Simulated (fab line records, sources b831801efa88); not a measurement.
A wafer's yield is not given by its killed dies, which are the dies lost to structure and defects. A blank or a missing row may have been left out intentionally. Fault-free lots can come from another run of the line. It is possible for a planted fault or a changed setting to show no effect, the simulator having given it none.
fab line records	flow gf180mcu
record: lots: 7	wafers: 21	last_day: 33
route steps=602 shown STI@10
lots that met no fault: taken from a fault-free run of the same line
start_h: hours from the record's opening day to when the first of the lot's shown wafers began	wait_h: time in hours since the lot's previous step	" identical to the entry in the row above	L1.1+2: several wafers, shown together as one row	- no value, or no start given	* or withheld: withheld	< > ~ a bound
route shown NAME@n: a module of which the file shows steps, and the number in the route of the first	usual: average and standard deviation across the fault-free wafers	same: alike in all rows	chamber/n: place in a boat	sites: each site's reading	_std_site: the standard deviation of these	_edge_site: inner sites' mean taken away from outer sites' mean	radius_mm: for every site, how far away it sits from the centre of the wafer	mask NAME#n: copy n	behind: the most recent tool/chamber to have shaped the wafer	hold: cause of the lot's hold/its duration in hours/its outcome	device: whichever transistor did not switch (one of n, p or np)	end of line: the same wafers' tests at the end of the route	a step given without rows: its recipe and nothing more	killed: dies lost to structure and defects at the first sort, not the wafer's yield	map: a wafer's dies, x killed, . not, _ none there
set.NAME: the setting as run; set.NAME@STEP: as run at that earlier step	model.NAME: the simulator's own value behind a step, which no gauge read
a table for each step, a row for each wafer; lots at some steps of the route
services: a tool's chamber out of use, with start hour (start_h, from the record's first day; less than 0 if before it), hours out, and reason
== steps ==
step: GF_STI_EXPOSE_09
recipe: mask_id: COMP	target_cd_nm: 220	na: 0.68	source_shape: conventional	sigma_outer: 0.6	dose_mj: 28
step: GF_STI_PEB_10
recipe: peb_temp_c: 135	peb_time_s: 90	resist: KrF
step: GF_STI_DEVELOP_11
recipe: develop_time_s: 60	dev_temp_c: 21
step: GF_STI_CD_MEAS_12
recipe: target_cd_nm: 220
usual: cd_nm: 220.1/1.4
lot.wafer	tool	chamber	start_h	wait_h	cd_nm
L544.1	cd_sem-02	-	66.52	0.1	220.3
L544.3	"	-	"	"	220.0
L544.5	"	-	"	"	219.1
L546.3	cd_sem-01	-	77.18	0.1	218.8
L546.4	"	-	"	"	219.1
L546.5	"	-	"	"	219.2
L547.1	cd_sem-01	-	82.26	0.1	220.8
L547.2	"	-	"	"	221.0
L547.4	"	-	"	"	220.9
L548.1	cd_sem-01	-	87.87	0.1	222.0
L548.3	"	-	"	"	221.8
L548.4	"	-	"	"	221.2
L550.1	cd_sem-01	-	98.07	0.1	218.1
L550.3	"	-	"	"	217.4
L550.6	"	-	"	"	217.1
L552.1	cd_sem-02	-	107.67	0.1	223.0
L552.2	"	-	"	"	222.6
L552.5	"	-	"	"	221.6
L553.4	cd_sem-01	-	112.92	0.1	221.5
L553.5	"	-	"	"	220.4
L553.6	"	-	"	"	220.7
step: GF_STI_ETCH_13
recipe: chemistry: CHF3/O2	stop_on: Si	over_etch_frac: 0.3	target_depth_a: 2823.1	source_w: 600	bias_w: 200	pressure_mtorr: 40	chf3_flow_sccm: 50	O2_flow_sccm: 5	time_s: 112.9
usual: O2_flow_sccm: 5.000/0.017	bias_w: 200.0/0.64	drypump_motor_current_A: 5.6/0.32	oes_product_au: 0.834/0.0069	throttle_valve_pct: 8.811/0.0083
lot.wafer	tool	chamber	start_h	wait_h	O2_flow_sccm	bias_w	drypump_motor_current_A	oes_product_au	rf_hours_counter_h	throttle_valve_pct
L544.1	rie_diel-01	3	66.64	0.1	4.981	200.9	5.3	0.830	8	8.802
L544.3	"	1	"	"	4.993	200.0	5.3	0.831	91	8.795
L544.5	"	0	"	"	5.021	200.9	5.7	0.841	-	8.812
L546.3	rie_diel-02	3	77.26	0.1	4.996	200.6	5.5	0.840	14	8.814
L546.4	"	1	"	"	5.029	200.2	6.1	0.839	107	8.818
L546.5	"	0	"	"	4.991	200.7	5.8	0.835	-	8.812
L547.1	rie_diel-04	1	82.38	0.1	5.006	199.1	5.6	0.840	66	8.813
L547.2	"	0	"	"	4.992	199.3	6.2	0.839	68	8.811
L547.4	"	2	"	"	4.993	199.6	5.2	0.833	55	8.810
L548.1	rie_diel-02	2	87.99	0.1	5.007	200.7	5.2	0.828	10	8.813
L548.3	"	0	"	"	5.012	199.9	5.8	0.832	7	8.806
L548.4	"	3	"	"	4.996	199.9	5.5	0.828	14	8.808
L550.1	rie_diel-01	2	98.19	0.1	5.003	198.6	5.5	0.835	132	8.818
L550.3	"	3	"	"	5.017	199.6	5.3	0.825	9	8.800
L550.6	"	3	"	"	4.980	200.1	5.4	0.838	-	8.824
L552.1	rie_diel-04	2	107.79	0.1	5.014	199.6	5.2	0.850	56	8.820
L552.2	"	0	"	"	4.972	200.2	6.2	0.835	69	8.814
L552.5	"	0	"	"	4.967	200.5	6.2	0.837	-	8.824
L553.4	rie_diel-04	1	113.02	0.1	4.994	199.8	5.6	0.849	-	8.817
L553.5	"	0	"	"	4.956	200.3	6.2	0.834	-	8.810
L553.6	"	2	"	"	4.998	200.3	5.2	0.843	-	8.812
step: GF_STI_ETCH_14
recipe: target: Si	chemistry: HBr/Cl2/O2	target_depth_nm: 360	icp_w: 600	bias_w: 150	pressure_mtorr: 15	HBr_flow_sccm: 150	Cl2_flow_sccm: 40	O2_flow_sccm: 6	time_s: 102.9
usual: O2_flow_sccm: 5.999/0.018	bias_w: 149.9/0.45	drypump_motor_current_A: 5.7/0.57	he_backside_leak_sccm: 2.8/0.44	oes_product_au: 1.003/0.011	throttle_valve_pct: 25.655/0.011
lot.wafer	tool	chamber	start_h	wait_h	O2_flow_sccm	bias_w	drypump_motor_current_A	he_backside_leak_sccm	oes_product_au	rf_hours_counter_h	throttle_valve_pct
L544.1	rie_si-01	0	66.72	0.0	6.010	149.4	5.5	3.0	1.011	92	25.644
L544.3	"	3	"	"	6.011	150.6	5.9	4.2	1.008	69	25.651
L544.5	"	3	"	"	5.987	150.1	5.9	2.6	1.007	-	25.662
L546.3	rie_si-02	2	77.34	0.0	6.002	150.0	5.1	2.3	1.010	15	25.633
L546.4	"	3	"	"	5.994	149.9	5.3	3.1	1.001	109	25.655
L546.5	"	2	"	"	5.978	150.0	5.1	2.3	1.000	-	25.654
L547.1	rie_si-02	1	82.46	0.0	6.029	150.2	6.3	2.8	1.000	119	25.659
L547.2	"	3	"	"	5.975	149.8	5.4	2.9	1.010	109	25.634
L547.4	"	0	"	"	6.000	149.3	5.0	2.9	0.991	1	25.656
L548.1	rie_si-01	2	88.07	0.0	5.997	150.8	6.5	3.2	0.996	134	25.662
L548.3	"	1	"	"	5.997	150.4	6.4	2.4	0.987	58	25.657
L548.4	"	3	"	"	6.017	149.3	5.9	2.5	0.999	69	25.648
L550.1	rie_si-01	1	98.26	0.0	6.003	149.6	6.4	2.4	0.989	58	25.674
L550.3	"	0	"	"	6.023	150.4	5.5	2.9	0.997	92	25.652
L550.6	"	1	"	"	6.000	149.9	6.4	2.4	1.001	-	25.665
L552.1	rie_si-02	2	107.86	0.0	6.012	150.2	5.1	2.4	1.012	15	25.650
L552.2	"	0	"	"	5.968	150.5	5.0	2.8	0.996	1	25.663
L552.5	"	1	"	"	5.999	149.2	6.3	3.1	0.993	-	25.656
L553.4	rie_si-02	1	113.06	0.0	5.997	150.1	6.3	3.0	0.982	119	25.650
L553.5	"	0	"	"	5.989	150.0	5.0	2.8	0.988	-	25.655
L553.6	"	3	"	"	6.016	148.8	5.3	2.9	1.023	-	25.618
step: GF_STI_STRIP_15
recipe: chemistry: O2/N2	power_w: 1400	pressure_mtorr: 1500	platen_temp_c: 250	o2_flow_sccm: 3000	n2_flow_sccm: 300	overash_fraction: 0.5
usual: drypump_motor_current_A: 5.4/0.41	heater_power_w: 333/19	oes_product_au: 0.383/0.0054	strip_time_to_endpoint_s: 3.72/0.037
lot.wafer	tool	chamber	start_h	wait_h	drypump_motor_current_A	heater_power_w	oes_product_au	rf_hours_counter_h	strip_time_to_endpoint_s
L544.1	plasma_asher-01	0	66.79	0.0	5.2	354	0.374	43	3.69
L544.3	"	0	"	"	5.2	357	0.380	-	3.68
L544.5	"	1	"	"	5.1	363	0.379	-	3.62
L546.3	plasma_asher-04	0	77.44	0.1	5.5	322	0.389	-	3.74
L546.4	"	1	"	"	4.8	305	0.390	-	3.70
L546.5	"	0	"	"	5.6	314	0.382	-	3.68
L547.1	plasma_asher-03	1	82.53	0.0	5.5	343	0.385	26	3.74
L547.2	"	0	"	"	6.1	320	0.383	26	3.71
L547.4	"	0	"	"	6.1	326	0.391	-	3.81
L548.1	plasma_asher-01	0	88.14	0.0	5.2	351	0.381	45	3.72
L548.3	"	0	"	"	5.2	352	0.382	-	3.73
L548.4	"	1	"	"	5.1	355	0.387	-	3.72
L550.1	plasma_asher-01	1	98.34	0.0	5.1	355	0.376	46	3.65
L550.3	"	0	"	"	5.2	341	0.381	-	3.69
L550.6	"	0	"	"	5.2	358	0.385	-	3.68
L552.1	plasma_asher-04	1	107.94	0.0	4.8	305	0.380	45	3.74
L552.2	"	0	"	"	5.5	319	0.380	45	3.73
L552.5	"	1	"	"	4.8	311	0.382	-	3.71
L553.4	plasma_asher-03	0	113.16	0.1	6.1	324	0.387	-	3.77
L553.5	"	1	"	"	5.5	338	0.388	-	3.80
L553.6	"	0	"	"	6.1	326	0.387	-	3.74
step: GF_STI_CLEAN_16
recipe: chemistry: dHF	time_s: 25	dilution: 100:1
step: GF_STI_WET_ETCH_17
recipe: chemistry: H3PO4	target_depth_nm: 45	temp_c: 160	target: Si3N4	time_s: 514
step: GF_STI_CLEAN_18
recipe: chemistry: SC1/SC2	mix: 1:4:20	temp_c: 70	time_s: 150
step: GF_STI_CLEAN_19
recipe: chemistry: dHF	time_s: 20	dilution: 100:1
step: GF_STI_WET_ETCH_20
recipe: chemistry: dHF	dilution: 100:1	target_depth_nm: 20	temp_c: 25	dry: ipa_marangoni	target: SiO2	time_s: 400
step: GF_STI_OXIDATION_21
recipe: temp_c: 1000	ambient: O2	stabilise_s: 600	purge_s: 300	target_thk_a: 150	ox_time_s: 458
usual: ox_temp_c: 1000.1/0.39	ox_temp_c_max: 1004.0/0.85	purge_s: 300/0	tube_center_temp_C_max: 1002.5/0.44	zone_power_centre_pct: 21.8/0.8
lot.wafer	tool	chamber	start_h	wait_h	ox_temp_c	ox_temp_c_max	purge_s	tube_center_temp_C_max	zone_power_centre_pct
L544.1	furnace-02	0	67.28	0.0	999.9	1005.6	300	1003.2	22.4
L544.3	"	0	"	"	1000.3	1005.0	300	1003.4	23.1
L544.5	"	0	"	"	999.8	1004.5	300	1002.4	23.3
L546.3	furnace-01	-	77.91	0.0	-	-	-	-	-
L546.4	"	-	"	"	-	-	-	-	-
L546.5	"	-	"	"	-	-	-	-	-
L547.1	furnace-01	-	82.99	0.0	-	-	-	-	-
L547.2	"	-	"	"	-	-	-	-	-
L547.4	"	-	"	"	-	-	-	-	-
L548.1	furnace-01	-	88.62	0.0	-	-	-	-	-
L548.3	"	-	"	"	-	-	-	-	-
L548.4	"	-	"	"	-	-	-	-	-
L550.1	furnace-01	0	99.73	0.9	999.5	1002.9	300	1002.2	21.1
L550.3	"	0	"	"	999.9	1003.9	300	1002.4	20.7
L550.6	"	0	"	"	1000.4	1005.3	300	1002.7	21.2
L552.1	furnace-02	0	108.41	0.0	999.7	1003.5	300	1003.5	22.9
L552.2	"	0	"	"	1000.2	1004.2	300	1002.5	22.7
L552.5	"	0	"	"	999.9	1003.7	300	1003.2	22.7
L553.4	furnace-02	0	113.62	0.0	1000.1	1003.6	300	1002.7	22.7
L553.5	"	0	"	"	999.4	1004.1	300	1003.1	22.4
L553.6	"	0	"	"	1000.1	1004.5	300	1003.0	22.7
== services ==
tool	chamber	start_h	hours	kind
rie_diel-04	0	50.28	3.7	repair
rie_si-02	-	51.90	0.3	repair
plasma_asher-03	-	55.86	1.2	repair
rie_si-02	2	68.75	7.6	repair
rie_diel-01	-	71.47	2.8	pm
rie_si-02	3	72.49	4.6	repair
rie_diel-01	-	76.25	0.4	repair
furnace-02	-	96.54	4.9	pm
rie_si-01	0	101.47	9.0	repair
plasma_asher-01	-	104.79	14.6	pm
rie_diel-04	3	107.41	8.2	repair
plasma_asher-04	-	108.12	15.6	pm
== key ==
first_sign: step: GF_STI_OXIDATION_21	reading: tool_record	direction: missing
effect none on later readings
met_at GF_STI_OXIDATION_21
struck_wafers L546.3,L546.4,L546.5,L547.1,L547.2,L547.4,L548.1,L548.3,L548.4
later_rows_left_out L546.3,L546.4,L546.5,L547.1,L547.2,L547.4,L548.1,L548.3,L548.4
sort_left_out L546.3,L546.4,L546.5,L547.1,L547.2,L547.4,L548.1,L548.3,L548.4
tester_left_out L546,L547,L548
fault: kind: skipped_step_whole	tool: furnace-01	chamber: -	onset_h: 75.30	steps: GF_STI_OXIDATION_21	scope: struck_lots_only
tester_left_out: of these lots the tester's yield and bins aren't shown, on N5 and GAA mostly nor the transistor test; their killed dies are dies lost to structure and defects alone, not to doping, threshold or leakage, so they don't give the yield
sort_left_out: the simulated sort isn't trusted on such a fault, so these wafers' sort isn't shown, and their yield isn't known
later_rows_left_out: the simulator's readings of these wafers behind a module that went badly wrong aren't trusted and aren't shown, but for the sort
